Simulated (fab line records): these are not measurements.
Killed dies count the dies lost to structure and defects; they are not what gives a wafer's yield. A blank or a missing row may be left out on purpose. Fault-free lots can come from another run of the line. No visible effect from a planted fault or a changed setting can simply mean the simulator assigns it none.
Which tool is to blame? + flow sky130 + 6 lots with 18 wafers sampled at 2 steps, on a route of 708 steps

WHAT THE GAUGES READ, wafer by wafer
SKY_SONOS_ONO_THK_MEAS_01.
| lot  | measured     | on            | SONOS_ONO_OXIDATION_THK (nm) |
|------|--------------|---------------|------------------------------|
| L604 | day 11 19:41 | film-metro-01 | 2.69 2.68 2.64               |
| L607 | day 13 11:48 | film-metro-03 | 2.59 2.64 2.64               |
| L611 | day 14 02:09 | film-metro-01 | 2.92 2.88 2.81               |
| L619 | day 16 22:53 | film-metro-03 | 2.56 2.56 2.57               |
| L621 | day 17 07:15 | film-metro-01 | 2.55 2.65 2.62               |
| L625 | day 18 14:45 | film-metro-02 | 2.55 2.53 2.55               |

EACH LOT AND THE TOOL THAT RAN IT (in order: tool; ch and the chambers of the sampled wafers; start)
| lot  | SKY_SONOS_ONO_OXIDATION_00    |
|------|-------------------------------|
| L604 | furnace-01 ch 0, day 11 18:20 |
| L607 | furnace-01 ch 0, day 13 10:27 |
| L611 | furnace-01 ch 0, day 14 00:49 |
| L619 | furnace-02 ch 0, day 16 21:31 |
| L621 | furnace-01 ch 0, day 17 05:53 |
| L625 | furnace-01 ch 0, day 18 13:24 |
- SKY_SONOS_ONO_OXIDATION_00: stabilise 600 s, purge 300 s, target thk 2.6 nm.

THE ANSWER, worked out from the rows above alone
Rule: the usual values come from the lots themselves. The widest of any qualifying gaps counts: lots, ordered by their means at a reading, are off when they make up no more than a third of the lots, leave a main group of 4 or more, and stand apart from it by 3 or more times the standard deviation of that group's means. A main group whose means are all the same, to the digits that the tables above print for the reading, isn't used. A lot without any number at a reading at which 4 lots or more have one is off too. Any other lot the step has rows for is counted as sound.
Off: L611, seen at SKY_SONOS_ONO_THK_MEAS_01 (SONOS_ONO_OXIDATION_THK). Mean 2.60 nm and standard deviation 0.045 in the main group.
If a tool, at a process step before that reading, ran all the lots that are off and no sound lot after the first of them, it fits. Gauges at SKY_SONOS_ONO_THK_MEAS_01: tried the same way as those tools. No candidate that was tried fits.

WHAT THE SIMULATOR HAD PUT IN
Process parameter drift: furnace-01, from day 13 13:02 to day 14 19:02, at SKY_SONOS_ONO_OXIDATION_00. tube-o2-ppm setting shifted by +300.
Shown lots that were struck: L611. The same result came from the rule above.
